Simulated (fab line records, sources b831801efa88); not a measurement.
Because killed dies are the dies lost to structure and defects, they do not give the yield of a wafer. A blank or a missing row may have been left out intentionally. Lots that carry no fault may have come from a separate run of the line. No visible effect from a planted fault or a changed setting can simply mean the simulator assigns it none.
Commonality check across tools    flow sky130    Sample size 11 lots and 39 wafers

== REASON IT WAS OPENED ==
2 of 11 lots carry a flag on the reading VT_ADJUST_LVTN_01_OVL at SKY_VT_ADJUST_LVTN_OVL_MEAS_18. Wafers without a fault read 1.4 nm, standard deviation 1.1.
Rule: flag the lot when none of its wafers has a number, or when each of its wafers that has one lies beyond 4 standard deviations from that mean. As for the other lots, they are considered sound.

lot   measured      on          VT_ADJUST_LVTN_01_OVL (nm), wafer by wafer  flag
L646  day 7 18:22   overlay-02  0.3 1.4 1.0                                 
L647  day 7 22:41   overlay-01  2.6 2.1 -0.1                                
L648  day 8 12:11   overlay-02  2.5 3.9 2.0                                 
L651  day 9 06:44   overlay-02  247.4 247.2 246.3 246.0 245.6 243.9         FLAGGED
L653  day 9 14:35   overlay-01  244.8 246.8 246.0 243.3 244.7 243.9         FLAGGED
L658  day 11 05:26  overlay-01  2.1 2.3 0.3                                 
L662  day 12 04:41  overlay-02  1.3 1.0 1.1                                 
L665  day 13 00:02  overlay-01  1.6 2.5 1.6                                 
L666  day 13 03:58  overlay-01  1.2 -0.6 -0.1                               
L667  day 13 10:44  overlay-01  0.5 1.7 3.0                                 
L669  day 13 23:17  overlay-01  2.5 3.0 1.8                                 
Averaged over the flagged lots the numbers come to 245.5 nm, +244.1 nm from the usual (+99 or more standard deviations).

== TOOL THAT RAN EACH LOT ==
2 process steps preceding the reading are held in the record, out of 708 steps in the route. Every cell lists first the tool, next ch and the chambers used by the sampled wafers, and last the start.
lot   flag     SKY_FIELD_ISO_STRIP_16               SKY_VT_ADJUST_LVTN_EXPOSE_15
L646           plasma-asher-04 ch 0,1, day 2 05:48  iline-stepper-01 ch 0, day 7 09:05
L647           plasma-asher-02 ch 0,1, day 2 09:51  iline-stepper-01 ch 0, day 7 12:27
L648           plasma-asher-03 ch 0,1, day 2 15:18  iline-stepper-02 ch 0, day 7 19:19
L651  FLAGGED  plasma-asher-04 ch 0,1, day 3 06:39  iline-stepper-01 ch 0, day 8 19:13
L653  FLAGGED  plasma-asher-03 ch 0, day 3 17:41    iline-stepper-01 ch 0, day 9 05:15
L658           plasma-asher-04 ch 0,1, day 4 19:57  iline-stepper-02 ch 0, day 10 18:00
L662           plasma-asher-02 ch 0,1, day 5 16:16  iline-stepper-02 ch 0, day 11 17:08
L665           plasma-asher-03 ch 0,1, day 6 09:02  iline-stepper-02 ch 0, day 12 11:42
L666           plasma-asher-04 ch 0,1, day 6 13:09  iline-stepper-02 ch 0, day 12 15:12
L667           plasma-asher-02 ch 0,1, day 6 18:59  iline-stepper-02 ch 0, day 12 22:28
L669           plasma-asher-02 ch 0,1, day 7 03:45  iline-stepper-02 ch 0, day 13 11:13
What these steps do:
- SKY_FIELD_ISO_STRIP_16: strips in O2/N2.
- SKY_VT_ADJUST_LVTN_EXPOSE_15: exposes mask HVN STD DERIVED, target cd 600 nm.
- SKY_VT_ADJUST_LVTN_OVL_MEAS_18

== FLAGGED AGAINST TOTAL, ONE TOOL AT A TIME (gauges that did the reading follow at the end) ==
step                            tool              lots run  flagged  share of the flagged lots  sound lots run after its first flagged lot
SKY_FIELD_ISO_STRIP_16          plasma-asher-02   4         0        none                       -
SKY_FIELD_ISO_STRIP_16          plasma-asher-03   3         1        some                       1 (L665)
SKY_FIELD_ISO_STRIP_16          plasma-asher-04   4         1        some                       2 (L658,L666)
SKY_VT_ADJUST_LVTN_EXPOSE_15    iline-stepper-01  4         2        all                        0
SKY_VT_ADJUST_LVTN_EXPOSE_15    iline-stepper-02  7         0        none                       -
SKY_VT_ADJUST_LVTN_OVL_MEAS_18  overlay-01        7         1        some                       5 (L658,L665,L666,L667,L669)
SKY_VT_ADJUST_LVTN_OVL_MEAS_18  overlay-02        4         1        some                       1 (L662)

== WHAT THE TABLE ALLOWS ==
In the table, 1 row covers all flagged lots: iline-stepper-01 at SKY_VT_ADJUST_LVTN_EXPOSE_15.
- iline-stepper-01 at SKY_VT_ADJUST_LVTN_EXPOSE_15: 2 of its 4 lots flagged. It ran its last sound lot, L647, at day 7 12:27 and its first flagged lot, L651, at day 8 19:13: a fault with its onset between the two fits.
iline-stepper-01 at SKY_VT_ADJUST_LVTN_EXPOSE_15 is the single tool remaining.

== WHAT HAD BEEN PUT IN BY THE SIMULATOR ==
Scanner matching overlay: iline-stepper-01, from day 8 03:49 on, at SKY_VT_ADJUST_LVTN_EXPOSE_15. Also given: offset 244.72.
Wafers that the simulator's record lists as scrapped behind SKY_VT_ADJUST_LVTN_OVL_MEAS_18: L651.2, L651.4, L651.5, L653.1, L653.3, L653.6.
Struck lots among those shown: L651, L653. The rule given above showed the same thing.
